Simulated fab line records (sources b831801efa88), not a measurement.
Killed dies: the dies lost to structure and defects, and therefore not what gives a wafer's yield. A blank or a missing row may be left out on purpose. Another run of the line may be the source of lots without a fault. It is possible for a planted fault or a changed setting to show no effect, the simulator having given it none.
Which tool is to blame? -- flow sky130 -- 24 lots, 72 wafers sampled, at 4 steps of a route of 708

WHAT EACH GAUGE READ, for each wafer
SKY_METAL1_THK_MEAS_06: measures by xrf. Usual: METAL1_ALCU_THK 248 nm, standard deviation 3.9.
lot,measured,on,METAL1_ALCU_THK (nm),flag
L074,day 31 16:19,film metro-04,248 251 252,
L075,day 31 18:20,film metro-02,242 243 245,
L076,day 32 20:29,film metro-04,254 253 253,
L077,day 32 21:13,film metro-01,253 252 254,
L078,day 32 22:07,film metro-04,254 253 249,
L079,day 33 08:41,film metro-01,242 240 241,
L080,day 33 16:16,film metro-04,249 252 250,
L081,day 34 04:22,film metro-04,253 254 255,
L082,day 34 06:24,film metro-04,248 248 248,
L083,day 34 20:16,film metro-01,254 257 256,
L084,day 35 06:19,film metro-04,248 249 249,
L085,day 35 05:37,film metro-01,250 253 252,
L086,day 35 11:50,film metro-02,244 245 245,
L087,day 36 05:01,film metro-02,249 247 248,
L088,day 36 12:19,film metro-02,243 246 246,
L089,day 36 23:59,film metro-04,249 247 249,
L090,day 37 00:20,film metro-01,250 247 249,
L091,day 37 05:46,film metro-01,246 246 246,
L092,day 37 13:07,film metro-01,248 248 247,
L093,day 37 16:53,film metro-01,246 247 245,
L094,day 38 00:06,film metro-04,254 251 252,
L095,day 38 08:08,film metro-02,245 244 246,
L097,day 39 14:08,film metro-02,243 242 244,
L096,day 39 12:51,film metro-04,249 249 249,

WHAT TOOL EACH LOT RAN ON (gives the tool, then ch and the chambers of the sampled wafers, and finally the start)
lot,SKY_POLY_GATE_ETCH_17,SKY_SD_N_STRIP_11,SKY_CONTACT_ETCH_16
L074,"rie si-01 ch 0,2,3, day 16 10:49","plasma asher-02 ch 0,1, day 27 20:52","rie diel-04 ch 0,1,2, day 31 14:37"
L075,"rie si-02 ch 1,2, day 16 11:52","plasma asher-01 ch 0,1, day 27 22:54","rie diel-04 ch 0,1,2, day 31 16:35"
L076,"rie si-02 ch 0,2,3, day 16 23:46","plasma asher-02 ch 0,1, day 29 02:20","rie diel-03 ch 1,2,3, day 32 18:47"
L077,"rie si-02 ch 0,2,3, day 17 05:00","plasma asher-04 ch 0,1, day 29 02:25","rie diel-02 ch 1,2,3, day 32 19:13"
L078,"rie si-01 ch 0,1,3, day 17 14:22","plasma asher-01 ch 0,1, day 29 03:04","rie diel-02 ch 1,2,3, day 32 20:05"
L079,"rie si-01 ch 0,1, day 18 08:10","plasma asher-01 ch 0,1, day 29 15:37","rie diel-04 ch 0,1,2, day 33 06:59"
L080,"rie si-01 ch 1,3, day 18 14:34","plasma asher-04 ch 0,1, day 29 23:03","rie diel-04 ch 1,2, day 33 14:38"
L081,"rie si-01 ch 1,2,3, day 19 05:10","plasma asher-04 ch 0,1, day 30 12:50","rie diel-04 ch 0,2, day 34 02:43"
L082,"rie si-01 ch 1,2,3, day 19 08:44","plasma asher-02 ch 0,1, day 30 15:57","rie diel-03 ch 0,1, day 34 04:44"
L083,"rie si-02 ch 1,3, day 19 20:45","plasma asher-01 ch 0,1, day 31 05:07","rie diel-02 ch 0,2,3, day 34 18:38"
L084,"rie si-01 ch 1,2, day 20 09:40","plasma asher-04 ch 0,1, day 31 16:32","rie diel-02 ch 0,3, day 35 04:41"
L085,"rie si-02 ch 0,3, day 20 10:12","plasma asher-01 ch 0, day 31 16:09","rie diel-03 ch 0,3, day 35 03:59"
L086,"rie si-01 ch 0,2,3, day 20 19:07","plasma asher-01 ch 0,1, day 31 22:28","rie diel-03 ch 0,1,3, day 35 10:07"
L087,"rie si-02 ch 0,2, day 21 12:58","plasma asher-02 ch 0,1, day 32 16:20","rie diel-04 ch 0,1, day 36 03:17"
L088,"rie si-01 ch 0,1,3, day 21 20:16","plasma asher-02 ch 0, day 32 23:22","rie diel-04 ch 0,1, day 36 10:41"
L089,"rie si-02 ch 2,3, day 22 00:00","plasma asher-02 ch 1, day 33 11:46","rie diel-02 ch 2,3, day 36 22:20"
L090,"rie si-01 ch 0,1, day 22 09:52","plasma asher-04 ch 0,1, day 33 12:06","rie diel-04 ch 0,1, day 36 22:41"
L091,"rie si-02 ch 2,3, day 22 18:42","plasma asher-02 ch 0,1, day 33 18:21","rie diel-02 ch 2,3, day 37 04:08"
L092,"rie si-01 ch 0,1, day 23 03:39","plasma asher-04 ch 0,1, day 34 00:01","rie diel-02 ch 1,3, day 37 11:02"
L093,"rie si-02 ch 0,1,3, day 23 08:31","plasma asher-04 ch 0,1, day 34 04:27","rie diel-04 ch 0,1,3, day 37 15:10"
L094,"rie si-01 ch 0,2,3, day 23 17:25","plasma asher-02 ch 1, day 34 12:03","rie diel-04 ch 1,3, day 37 22:26"
L095,"rie si-02 ch 2,3, day 24 02:58","plasma asher-02 ch 0,1, day 34 20:47","rie diel-03 ch 0,1, day 38 06:25"
L097,"rie si-01 ch 1,2,3, day 25 09:03","plasma asher-01 ch 0,1, day 36 02:26","rie diel-04 ch 0,1,2, day 39 12:29"
L096,"rie si-02 ch 0,1,2, day 25 09:37","plasma asher-01 ch 0,1, day 36 02:00","rie diel-03 ch 0,2, day 39 11:10"
- SKY_POLY_GATE_ETCH_17: etches poly-Si in HBr/Cl2, stops on SiO2, target depth 180 nm, time 70.5 s.
- SKY_SD_N_STRIP_11: strips in O2/N2.
- SKY_CONTACT_ETCH_16: etches BARC in N2/H2, stops on SiO2, time 45.9 s, target depth 60 nm.

AS READ BY THE TOOLS THEMSELVES (means over the sampled wafers that have a number; for cases with no such wafer, the mark the record gives instead)
SKY_POLY_GATE_ETCH_17. Usual: drypump motor current A 5.66 A, standard deviation 0.28; oes product au 0.991 a.u., standard deviation 0.0067; rf fwd power W 410.0 W, standard deviation 1.6; throttle valve pct 33.684 %, standard deviation 0.0088.
lot,tool,drypump motor current A (A),oes product au (a.u.),rf fwd power W (W),throttle valve pct (%),flag
L074,rie si-01,5.87,0.986,409.3,33.683,
L075,rie si-02,5.39,1.002,410.4,33.687,
L076,rie si-02,5.54,0.996,409.3,33.676,
L077,rie si-02,5.56,0.995,409.9,33.680,
L078,rie si-01,5.73,0.996,410.2,33.683,
L079,rie si-01,5.73,0.995,408.4,33.682,
L080,rie si-01,5.76,0.990,410.1,33.681,
L081,rie si-01,5.88,0.997,409.3,33.686,
L082,rie si-01,5.87,0.991,409.9,33.686,
L083,rie si-02,5.56,0.994,410.6,33.684,
L084,rie si-01,5.98,0.997,408.0,33.679,
L085,rie si-02,5.64,0.985,412.6,33.680,
L086,rie si-01,5.86,0.989,410.6,33.685,
L087,rie si-02,5.41,0.984,409.9,33.684,
L088,rie si-01,5.74,0.994,409.2,33.681,
L089,rie si-02,5.57,0.987,410.3,33.697,
L090,rie si-01,5.70,0.989,411.5,33.683,
L091,rie si-02,5.55,0.992,412.2,33.689,
L092,rie si-01,5.70,0.990,410.4,33.683,
L093,rie si-02,5.43,0.990,409.9,33.685,
L094,rie si-01,5.84,0.992,409.4,33.678,
L095,rie si-02,5.69,0.989,410.9,33.685,
L097,rie si-01,5.87,0.984,409.2,33.686,
L096,rie si-02,5.32,0.984,409.3,33.680,

SKY_SD_N_STRIP_11. Usual: drypump motor current A 5.9 A, standard deviation 0.42; n2 flow sccm 300.0 sccm, standard deviation 0.91; oes product au 0.526 a.u., standard deviation 0.0045; strip time to endpoint s 22.68 s, standard deviation 0.052.
lot,tool,drypump motor current A (A),n2 flow sccm (sccm),oes product au (a.u.),strip time to endpoint s (s),flag
L074,plasma asher-02,5.5,299.2,0.527,22.66,
L075,plasma asher-01,6.2,299.9,0.525,22.62,
L076,plasma asher-02,5.5,300.1,0.526,22.73,
L077,plasma asher-04,5.7,300.0,0.526,22.78,
L078,plasma asher-01,6.3,300.4,0.524,22.72,
L079,plasma asher-01,6.2,301.0,0.518,22.72,
L080,plasma asher-04,5.6,300.8,0.523,22.65,
L081,plasma asher-04,5.6,299.2,0.530,22.67,
L082,plasma asher-02,5.5,299.2,0.526,22.65,
L083,plasma asher-01,6.3,299.5,0.525,22.61,
L084,plasma asher-04,5.6,300.3,0.524,22.64,
L085,plasma asher-01,6.5,299.7,0.525,22.68,
L086,plasma asher-01,6.3,300.4,0.530,22.71,
L087,plasma asher-02,5.5,300.5,0.524,22.67,
L088,plasma asher-02,5.3,299.9,0.530,22.71,
L089,plasma asher-02,6.1,299.7,0.525,22.68,
L090,plasma asher-04,5.6,300.2,0.529,22.73,
L091,plasma asher-02,5.8,299.5,0.526,22.70,
L092,plasma asher-04,5.6,300.9,0.524,22.59,
L093,plasma asher-04,5.7,300.0,0.528,22.70,
L094,plasma asher-02,6.1,299.7,0.524,22.60,
L095,plasma asher-02,5.8,299.7,0.527,22.67,
L097,plasma asher-01,6.2,300.4,0.524,22.73,
L096,plasma asher-01,6.2,299.7,0.526,22.72,

SKY_CONTACT_ETCH_16. Usual: drypump motor current A 5.6 A, standard deviation 0.53; n2 flow sccm 100.00 sccm, standard deviation 0.29; oes product au 0.854 a.u., standard deviation 0.0049; rf fwd power W 494.4 W, standard deviation 2; throttle valve pct 13.224 %, standard deviation 0.0085.
lot,tool,drypump motor current A (A),n2 flow sccm (sccm),oes product au (a.u.),rf fwd power W (W),throttle valve pct (%),flag
L074,rie diel-04,5.4,100.00,0.850,493.3,13.214,
L075,rie diel-04,5.4,100.31,0.853,495.8,13.224,
L076,rie diel-03,5.9,100.15,0.854,494.3,13.223,
L077,rie diel-02,6.2,99.89,0.855,493.4,13.224,
L078,rie diel-02,6.2,100.16,0.853,495.0,13.228,
L079,rie diel-04,5.4,99.74,0.849,494.0,13.225,
L080,rie diel-04,5.2,99.89,0.853,493.6,13.228,
L081,rie diel-04,5.3,99.97,0.859,495.8,13.231,
L082,rie diel-03,6.0,100.41,0.847,493.6,13.224,
L083,rie diel-02,5.8,99.85,0.857,494.1,13.222,
L084,rie diel-02,5.7,99.66,0.852,494.4,13.227,
L085,rie diel-03,5.3,99.93,0.855,492.0,13.220,
L086,rie diel-03,5.8,99.97,0.859,493.0,13.225,
L087,rie diel-04,5.6,100.16,0.854,494.7,13.228,
L088,rie diel-04,5.8,99.78,0.852,495.5,13.229,
L089,rie diel-02,6.0,99.98,0.855,495.9,13.222,
L090,rie diel-04,5.6,100.02,0.849,496.7,13.222,
L091,rie diel-02,6.0,99.93,0.853,495.2,13.222,
L092,rie diel-02,6.2,100.56,0.853,491.4,13.234,
L093,rie diel-04,5.5,100.12,0.851,494.4,13.232,
L094,rie diel-04,5.4,99.86,0.851,495.0,13.224,
L095,rie diel-03,6.0,100.01,0.863,493.4,13.226,
L097,rie diel-04,5.4,99.93,0.854,494.2,13.224,
L096,rie diel-03,5.1,100.01,0.850,493.2,13.223,

THE ANSWER, worked out from the rows above alone
Rule: take the mean of a lot's wafers that have a number; if it is more than 3 standard deviations from the usual mean, the lot is off. Also off: a lot with no number at a reading for which 4 or more lots have one. Any other lot the step has rows for is counted as sound. Order of review: gauges by route order, followed by the tools' own readings, for which a lot's mean as printed above is used. The first step at which some lot is off is used, and at that step the reading that is off furthest; a lot without a number counts as furthest.
No lot is off on any of the readings shown, so nothing can be concluded from this.

WHAT THE SIMULATOR HAD INSERTED
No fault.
